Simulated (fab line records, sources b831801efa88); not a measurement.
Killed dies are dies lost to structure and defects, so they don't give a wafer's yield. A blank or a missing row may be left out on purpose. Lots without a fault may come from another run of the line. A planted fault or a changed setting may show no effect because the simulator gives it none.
Chamber matching | flow sky130 | SKY_METAL4_ETCH_17 on rie_diel-04: 4 sister chambers
The step etches SiO2 in C4F8/O2/Ar, stops on TiN, time 3.9 s, target depth 15 nm. 4 wafers are shown with their chamber, then 7 later ones without.

WAFERS WITH THEIR CHAMBER
wafer  | chamber | oes_product_au (a.u.)
L082.5 | 3       | 0.769
L082.6 | 0       | 0.754
L085.2 | 2       | 0.746
L085.3 | 1       | 0.751

WAFERS WITHOUT THEIR CHAMBER
wafer  | oes_product_au (a.u.)
L085.5 | 0.756
L086.1 | 0.759
L086.2 | 0.751
L086.5 | 0.749
L095.2 | 0.758
L095.3 | 0.748
L095.4 | 0.767

WHICH CHAMBER EACH WENT THROUGH
wafer  | from the rows above          | in truth
L085.5 | can't be placed: 0 or 1      | 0
L086.1 | can't be placed: 0 or 1 or 3 | 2
L086.2 | can't be placed: 1 or 0 or 2 | 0
L086.5 | can't be placed: 1 or 2 or 0 | 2
L095.2 | can't be placed: 0 or 1      | 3
L095.3 | can't be placed: 2 or 1 or 0 | 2
L095.4 | 3                            | 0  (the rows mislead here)
Placed correctly: 0 of 7. Can't be placed from these rows: 6 (the true chamber is among the candidates in 4). Placed wrongly: 1.
How it was worked out, from the rows above alone: a wafer's distance from a chamber is the root of the sum, over the readings, of the square of ((its reading less the chamber's mean) divided by the reading's scatter). The wafer belongs to the nearest chamber; if the next one is less than 2 further off, it can't be placed. A chamber's mean is the mean of its shown wafers. The scatter: with one shown wafer a chamber, the root of the mean of the squares of how far each hidden wafer lies from its nearest shown one.
